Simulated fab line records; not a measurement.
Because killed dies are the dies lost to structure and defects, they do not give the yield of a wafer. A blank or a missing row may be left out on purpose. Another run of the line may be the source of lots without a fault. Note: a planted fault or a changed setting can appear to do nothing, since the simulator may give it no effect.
fab line records | flow gf180mcu
[record] lots = 5 | wafers = 15 | lastDay = 34
route steps=602 shown MIM@517
lots that met no fault: taken from a fault-free run of the same line
startH: hours from the record's first day to the start of the lot's first wafer shown | waitH: hours elapsed since this lot's preceding step | " as in the row above | L1.1+2: one row covering several wafers at once | - no value, or no start was given | * or withheld: withheld | < > ~ a bound
route shown NAME@n: NAME is a module with steps in the file, n the number in the route of the first one | usual: mean/standard deviation of fault-free wafers | same: alike in all rows | chamber/n: place in a boat | sites: per-site readings | _std_site: the values' standard deviation | _edge_site: the outer-site mean with the inner-site mean subtracted | radiusMm: how far each site lies from the wafer's centre | mask NAME#n: copy n | behind: the last tool/chamber to shape the wafer | hold: the reason the lot was held/the length of the hold in hours/how it ended | device: names the non-switching transistor (n, p or np) | end of line: the route-end tests of the same wafers | where a step has no rows: the recipe by itself | killed: dies lost to structure and defects at the first sort, not the wafer's yield | map: a wafer's dies, x killed, . not, _ none there
set.NAME: the setting that was run; set.NAME@STEP: the one run at that earlier step | model.NAME: the simulator's own value behind a step, which no gauge read
lots seen at some steps along the route; tables by step, rows by wafer
services: the hour from which a tool's chamber was out of use, counted from the record's first day as startH (under 0 if before that day), plus the number of hours and why
[[steps]]
[step GF_MIM_COAT_14]
[recipe] resist = NOVOLAK | spinRpm = 3000 | resistThkNm = 1000
lot.wafer  | tool          | chamber | startH | waitH
L081.1+2+4 | lithoTrack-03 | 0       | 634.89 | 0.1
L082.1+4+6 | lithoTrack-01 | 0       | 638.48 | 0.1
L090.1+2+4 | lithoTrack-01 | 0       | 705.68 | 0.1
L093.2+4+6 | lithoTrack-04 | 0       | 725.78 | 0.1
L096.2+3+6 | lithoTrack-01 | 0       | 738.80 | 0.1
[step GF_MIM_SOFTBAKE_15]
[recipe] tempC = 90 | timeS = 60 | resist = NOVOLAK
lot.wafer  | tool          | chamber | startH | waitH
L081.1+2+4 | lithoTrack-03 | 0       | 635.04 | 0.1
L082.1+4+6 | lithoTrack-01 | 0       | 638.63 | 0.1
L090.1+2+4 | lithoTrack-01 | 0       | 705.83 | 0.1
L093.2+4+6 | lithoTrack-04 | 0       | 725.93 | 0.1
L096.2+3+6 | lithoTrack-01 | 0       | 738.95 | 0.1
[step GF_MIM_EXPOSE_16]
[recipe] maskId = FuseTop | targetCdNm = 2000 | na = 0.6 | sourceShape = conventional | sigmaOuter = 0.6 | doseMj = 140
lot.wafer  | tool            | chamber | startH | waitH | mask
L081.1+2+4 | ilineStepper-01 | 0       | -      | -     | FuseTop#0
L082.1+4+6 | ilineStepper-02 | 0       | -      | -     | FuseTop#0
L090.1+2+4 | ilineStepper-02 | 0       | -      | -     | FuseTop#0
L093.2+4+6 | ilineStepper-01 | 0       | -      | -     | FuseTop#0
L096.2+3+6 | ilineStepper-01 | 0       | -      | -     | FuseTop#0
[step GF_MIM_PEB_17]
[recipe] tempC = withheld | timeS = * | resist = NOVOLAK
lot.wafer  | tool          | chamber | startH | waitH
L081.1+2+4 | lithoTrack-03 | 0       | -      | -
L082.1+4+6 | lithoTrack-01 | 0       | -      | -
L090.1+2+4 | lithoTrack-04 | 0       | -      | -
L093.2+4+6 | lithoTrack-01 | 0       | -      | -
L096.2+3+6 | lithoTrack-01 | 0       | -      | -
[step GF_MIM_DEVELOP_18]
[recipe] developTimeS = 60 | devTempC = 23
lot.wafer  | tool          | chamber | startH | waitH
L081.1+2+4 | lithoTrack-03 | 0       | 644.64 | 0.1
L082.1+4+6 | lithoTrack-01 | 0       | 648.43 | 0.1
L090.1+2+4 | lithoTrack-04 | 0       | 715.26 | 0.1
L093.2+4+6 | lithoTrack-01 | 0       | 734.60 | 0.1
L096.2+3+6 | lithoTrack-01 | 0       | 747.20 | 0.1
[step GF_MIM_METAL_ETCH_19]
[recipe] chemistry = Cl2/BCl3 | maskMaterial = NOVOLAK | stopOn = Si3N4 | targetDepthNm = 324.5 | pressureMtorr = 8 | icpW = 800 | biasW = 140 | Cl2_flow_sccm = 80 | bcl3FlowSccm = 40 | timeS = 54.1
[usual] biasW = 140.0/0.42 | drypumpMotorCurrentA = 5.8/0.42 | oesProductAu = 0.942/0.006 | throttleValvePct = 28.283/0.0092
lot.wafer | tool        | chamber | startH | waitH | biasW | drypumpMotorCurrentA | oesProductAu | rfHoursCounterH | throttleValvePct
L081.1    | rieMetal-02 | 1       | 644.79 | 0.1   | 140.2 | 6.3                  | 0.935        | 5               | 28.282
L081.2    | "           | 0       | "      | "     | 139.6 | 5.3                  | 0.939        | 12              | 28.270
L081.4    | "           | 1       | "      | "     | 139.4 | 6.3                  | 0.946        | -               | 28.283
L082.1    | rieMetal-04 | 1       | 648.58 | 0.1   | 139.7 | 5.9                  | 0.937        | 9               | 28.298
L082.4    | "           | 0       | "      | "     | 140.5 | 5.1                  | 0.936        | -               | 28.276
L082.6    | "           | 1       | "      | "     | 140.5 | 5.9                  | 0.948        | -               | 28.269
L090.1    | rieMetal-02 | 0       | 715.41 | 0.1   | 140.5 | 5.3                  | 0.947        | 15              | 28.273
L090.2    | "           | 1       | "      | "     | 139.6 | 6.2                  | 0.946        | 8               | 28.264
L090.4    | "           | 1       | "      | "     | 139.5 | 6.4                  | 0.948        | -               | 28.278
L093.2    | rieMetal-04 | 0       | 734.75 | 0.1   | 140.7 | 5.1                  | 0.948        | -               | 28.276
L093.4    | "           | 0       | "      | "     | 139.9 | 5.1                  | 0.948        | -               | 28.274
L093.6    | "           | 0       | "      | "     | 141.2 | 5.1                  | 0.944        | -               | 28.270
L096.2    | rieMetal-02 | 1       | 747.35 | 0.1   | 140.0 | 6.3                  | 0.942        | -               | 28.291
L096.3    | "           | 1       | "      | "     | 139.9 | 6.3                  | 0.927        | -               | 28.301
L096.6    | "           | 1       | "      | "     | 139.6 | 6.3                  | 0.943        | -               | 28.291
[step GF_MIM_STRIP_20]
[recipe] chemistry = O2/N2 | powerW = 1400 | pressureMtorr = 1500 | platenTempC = 250 | o2FlowSccm = 3000 | n2FlowSccm = 300 | overashFraction = 0.5
[usual] drypumpMotorCurrentA = 5.6/0.49 | heaterPowerW = 348/26 | oesProductAu = 0.693/0.0049 | stripTimeToEndpointS = 11.23/0.038
lot.wafer | tool           | chamber | startH | waitH | drypumpMotorCurrentA | heaterPowerW | oesProductAu | rfHoursCounterH | stripTimeToEndpointS
L081.1    | plasmaAsher-02 | 0       | 644.86 | 0.0   | 6.1                  | 396          | 0.696        | 54              | 11.26
L081.2    | "              | 1       | "      | "     | 5.1                  | 341          | 0.688        | 54              | 11.21
L081.4    | "              | 0       | "      | "     | 6.1                  | 394          | 0.694        | -               | 11.24
L082.1    | plasmaAsher-01 | 1       | 648.65 | 0.0   | 5.8                  | 340          | 0.683        | 25              | 11.23
L082.4    | "              | 1       | "      | "     | 5.7                  | 336          | 0.700        | -               | 11.26
L082.6    | "              | 0       | "      | "     | 6.1                  | 347          | 0.687        | -               | 11.25
L090.1    | plasmaAsher-01 | 0       | 715.50 | 0.1   | 6.1                  | 356          | 0.695        | 32              | 11.26
L090.2    | "              | 1       | "      | "     | 5.7                  | 347          | 0.684        | 32              | 11.29
L090.4    | "              | 1       | "      | "     | 5.7                  | 339          | 0.688        | -               | 11.26
L093.2    | plasmaAsher-02 | 1       | 734.87 | 0.1   | 5.1                  | 341          | 0.694        | 64              | 11.26
L093.4    | "              | 0       | "      | "     | 6.1                  | 394          | 0.697        | -               | 11.25
L093.6    | "              | 0       | "      | "     | 6.1                  | 394          | 0.690        | -               | 11.24
L096.2    | plasmaAsher-01 | 1       | 747.47 | 0.1   | 5.7                  | 348          | 0.692        | 33              | 11.19
L096.3    | "              | 1       | "      | "     | 5.8                  | 336          | 0.693        | -               | 11.29
L096.6    | "              | 0       | "      | "     | 6.1                  | 348          | 0.699        | -               | 11.22
[step GF_MIM_STRIP_21]
[recipe] chemistry = postEtchResidueRemover | timeS = 1200 | tempC = 72.5
lot.wafer  | tool        | chamber | startH | waitH
L081.1+2+4 | wetBench-01 | 0       | 644.96 | 0.1
L082.1+4+6 | wetBench-03 | 1       | 648.75 | 0.1
L090.1+2+4 | wetBench-01 | 0       | 715.60 | 0.1
L093.2+4+6 | wetBench-03 | 2       | 734.97 | 0.1
L096.2+3+6 | wetBench-03 | 0       | 747.57 | 0.1
[step GF_MIM_CLEAN_22]
[recipe] chemistry = DIW | dry = n2Spin
lot.wafer  | tool        | chamber | startH | waitH
L081.1+2+4 | wetBench-02 | 1       | 645.31 | 0.0
L082.1+4+6 | wetBench-02 | 0       | 649.09 | 0.0
L090.1+2+4 | wetBench-01 | 0       | 715.97 | 0.0
L093.2+4+6 | wetBench-02 | 0       | 735.31 | 0.0
L096.2+3+6 | wetBench-01 | 0       | 747.91 | 0.0
[[services]]
tool            | chamber | startH | hours | kind
plasmaAsher-02  | -       | 623.78 | 0.6   | repair
plasmaAsher-02  | -       | 625.72 | 2.8   | pm
ilineStepper-02 | 0       | 647.41 | -     | calibration
rieMetal-02     | -       | 663.75 | 0.2   | repair
rieMetal-04     | -       | 671.95 | 2.8   | pm
plasmaAsher-01  | -       | 726.89 | 14.6  | pm
rieMetal-02     | -       | 727.21 | 2.8   | pm
rieMetal-04     | 1       | 731.34 | 16.0  | repair
ilineStepper-01 | 0       | 744.38 | -     | calibration
rieMetal-02     | 0       | 746.42 | -     | clean
rieMetal-02     | 0       | 746.42 | 18.4  | scheduledDown
rieMetal-02     | 0       | 746.42 | 18.4  | ventCycle
[[key]]
fault none
